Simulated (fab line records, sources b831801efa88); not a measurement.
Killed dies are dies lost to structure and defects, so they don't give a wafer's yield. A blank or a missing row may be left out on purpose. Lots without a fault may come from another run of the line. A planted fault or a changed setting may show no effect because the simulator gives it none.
Chamber matching | flow sky130 | SKY_METAL3_ETCH_17 on rie_diel-03: 4 sister chambers
The step etches SiO2 in C4F8/O2/Ar, stops on TiN, time 3.9 s, target depth 15 nm. 4 wafers are shown with their chamber, then 9 later ones without.

WAFERS WITH THEIR CHAMBER
wafer  | chamber | oes_product_au (a.u.)
L085.6 | 2       | 0.761
L087.2 | 1       | 0.746
L089.5 | 0       | 0.756
L089.6 | 3       | 0.761

WAFERS WITHOUT THEIR CHAMBER
wafer  | oes_product_au (a.u.)
L093.1 | 0.747
L093.2 | 0.752
L093.6 | 0.764
L095.3 | 0.746
L095.5 | 0.760
L095.6 | 0.770
L097.1 | 0.752
L097.5 | 0.750
L097.6 | 0.764

WHICH CHAMBER EACH WENT THROUGH
wafer  | from the rows above               | in truth
L093.1 | can't be placed: 1 or 0           | 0
L093.2 | can't be placed: 0 or 1 or 2 or 3 | 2
L093.6 | can't be placed: 2 or 3 or 0      | 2
L095.3 | 1                                 | 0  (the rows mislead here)
L095.5 | can't be placed: 2 or 3 or 0      | 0
L095.6 | can't be placed: 2 or 3 or 0      | 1
L097.1 | can't be placed: 0 or 1 or 2 or 3 | 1
L097.5 | can't be placed: 1 or 0 or 2 or 3 | 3
L097.6 | can't be placed: 2 or 3 or 0      | 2
Placed correctly: 0 of 9. Can't be placed from these rows: 8 (the true chamber is among the candidates in 7). Placed wrongly: 1.
How it was worked out, from the rows above alone: a wafer's distance from a chamber is the root of the sum, over the readings, of the square of ((its reading less the chamber's mean) divided by the reading's scatter). The wafer belongs to the nearest chamber; if the next one is less than 2 further off, it can't be placed. A chamber's mean is the mean of its shown wafers. The scatter: with one shown wafer a chamber, the root of the mean of the squares of how far each hidden wafer lies from its nearest shown one.
